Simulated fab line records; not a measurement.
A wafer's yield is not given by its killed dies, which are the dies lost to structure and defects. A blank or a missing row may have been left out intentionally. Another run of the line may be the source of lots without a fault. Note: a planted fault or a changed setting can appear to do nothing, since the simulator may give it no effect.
Chamber matching ; flow gf180mcu ; GF_V5_CMP_04 on cmp-02 has 4 sister chambers
The step polishes SiO2. 22 wafers are shown with their chamber, then 11 later ones without.

WAFERS, EACH WITH ITS CHAMBER
wafer;chamber;motor-current-A (A);slurry-filter-dp-kPa (kPa);retaining-ring-pressure-frac
L367.2;3;10.2;13.52;0.998
L367.5;3;10.3;13.49;0.993
L367.6;0;11.1;13.47;0.999
L369.1;2;12.4;13.59;1.002
L369.5;1;11.9;13.55;1.001
L369.6;2;12.5;13.60;1.000
L370.1;0;10.9;13.53;1.001
L370.3;3;10.2;13.23;1.001
L370.6;1;11.5;13.45;1.006
L376.3;3;10.8;13.39;0.997
L376.4;1;11.7;13.44;0.993
L376.6;2;12.5;13.75;0.998
L377.2;0;11.7;13.28;1.004
L377.3;1;12.2;13.76;0.997
L377.5;1;12.0;13.61;1.001
L383.3;3;10.3;13.52;0.999
L383.4;2;12.9;13.42;1.001
L383.5;0;11.4;13.28;1.009
L384.2;0;10.8;13.35;1.004
L384.4;3;10.7;13.31;0.999
L384.6;0;10.7;13.48;1.005
L385.3;0;10.5;13.35;0.994

SIGNATURES (averages over the wafers above)
reading;chamber 0;chamber 1;chamber 2;chamber 3;scatter within a chamber
motor-current-A;11.014;11.860;12.575;10.417;0.319
slurry-filter-dp-kPa;13.3914;13.5620;13.5900;13.4100;0.12
retaining-ring-pressure-frac;1.00229;0.99960;1.00025;0.99783;0.00395
Rule: a wafer's distance from a chamber is the root of the sum, over the readings, of the square of ((its reading less the chamber's mean) divided by the reading's scatter). The wafer belongs to the nearest chamber; if the next one is less than 2 further off, it can't be placed. The scatter: the root of (the sum of the squares of (reading less its chamber's mean) over the shown wafers, divided by (wafers less chambers)).

WAFERS WITHOUT THEIR CHAMBER
wafer;motor-current-A (A);slurry-filter-dp-kPa (kPa);retaining-ring-pressure-frac
L385.4;12.5;13.53;0.996
L385.5;11.9;13.34;0.998
L386.3;10.6;13.44;1.008
L386.5;11.6;13.54;0.998
L386.6;10.8;13.66;0.988
L387.3;11.2;13.34;1.007
L387.5;11.3;13.37;1.002
L387.6;10.4;13.83;0.997
L389.1;11.3;13.45;0.996
L389.2;10.2;13.49;0.996
L389.6;10.5;13.39;0.999

WHICH CHAMBER EACH ONE RAN IN
wafer;from the rows above;in truth
L385.4;can't be placed: 2 or 1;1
L385.5;can't be placed: 1 or 0 or 2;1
L386.3;can't be placed: 0 or 3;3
L386.5;can't be placed: 1 or 0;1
L386.6;can't be placed: 3 or 0 or 1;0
L387.3;can't be placed: 0 or 1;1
L387.5;can't be placed: 0 or 1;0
L387.6;can't be placed: 3 or 0 or 1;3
L389.1;can't be placed: 0 or 1 or 3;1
L389.2;3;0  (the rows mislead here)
L389.6;can't be placed: 3 or 0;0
Placed correctly: 0 of 11. From these rows, 10 cannot be placed; in 10 the true chamber is one of the candidates. Wrongly placed: 1.
